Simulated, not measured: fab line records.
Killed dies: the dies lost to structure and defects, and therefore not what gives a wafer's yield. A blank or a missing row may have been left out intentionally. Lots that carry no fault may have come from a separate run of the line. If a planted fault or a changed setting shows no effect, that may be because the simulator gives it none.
Problem report, 8D (eight disciplines) form, completed by code	flow sky130	the parts of the form that need people (team, actions taken, sign-off) are left out

== 1. WHAT IS WRONG ==
Wafers without a fault read 379.5 nm, standard deviation 2; cdNm at SKY_VT_ADJUST_NCORE_CD_MEAS_07 reads a mean of 391.4 nm on 6 wafers belonging to 2 lots. That is +5.9 standard deviations from the usual mean.
The step: target cd 380 nm.
The first sign was on wafer L750.3 at day 11 10:58, on cdSem-02. The record holds 39 wafers of 13 lots with a number at this step. By rule, "out" or "out of limits" means more than 4 standard deviations away from the usual mean. The rest of the wafers with a number are treated as sound.

== 2. WHAT THIS IS AND IS NOT ==
question	is	is not
which readings at this step	cdNm	-
which lots	L750, L751	L740, L741, L743, L744, L745, L747, L748, L759, L761, L762, L763
which wafers of those lots	all that have a number	-
read on which gauges	cdSem-02	cdSem-01
when	from day 11 10:58	up to then (21 sound wafers); but 12 sound wafers of L759, L761, L762, L763 came after

== 3. SUSPECTS, AND WHAT RULES EACH OUT ==
Counting: any tool at a process step up to the reading is kept as a suspect provided that every lot that is out went through it and no sound lot did after the first of them.
- the gauge at SKY_VT_ADJUST_NCORE_CD_MEAS_07: kept. All the wafers that are out were read on cdSem-02, and no step on other tools shows them out.
- lithoTrack-01 at SKY_VT_ADJUST_NCORE_DEVELOP_06 (develop time 60 s): ruled out as a lasting fault. After its first lot that is out, L750 (day 11 10:50), sound lots L761, L763 ran on it.
After counting, what remains is cdSem-02 at SKY_VT_ADJUST_NCORE_CD_MEAS_07.

== 4. THE CAUSE (what the simulator had put in) ==
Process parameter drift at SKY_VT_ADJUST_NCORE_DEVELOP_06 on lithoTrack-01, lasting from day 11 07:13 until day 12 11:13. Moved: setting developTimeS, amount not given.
It was ruled out by counting, in error; the rule expects a fault to strike all lots run on its tool from its start on, and this fault did not.

== 5. SEQUENCE OF EFFECTS, ordered by route ==
Rows list readings where the struck wafers' mean (over those with a number) sits beyond 3 standard deviations from the usual. Only readings whose record carries a usual standard deviation are examined. hours: median over the lots of the time between each lot's start at the first step of this table that gives one and its start at this step. sigmas: the change, counted in usual standard deviations.
hours	step	reading	usual	on struck wafers	change	sigmas
0	SKY_VT_ADJUST_NCORE_CD_MEAS_07	cdNm	379.5 nm	391.4	+11.9	+5.9

== 6. WHAT WOULD HAVE CAUGHT IT SOONER ==
4 hours passed between the start of the fault at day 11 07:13 and the first reading out of limits at a measuring or inspecting step in this record, taken at day 11 10:58.
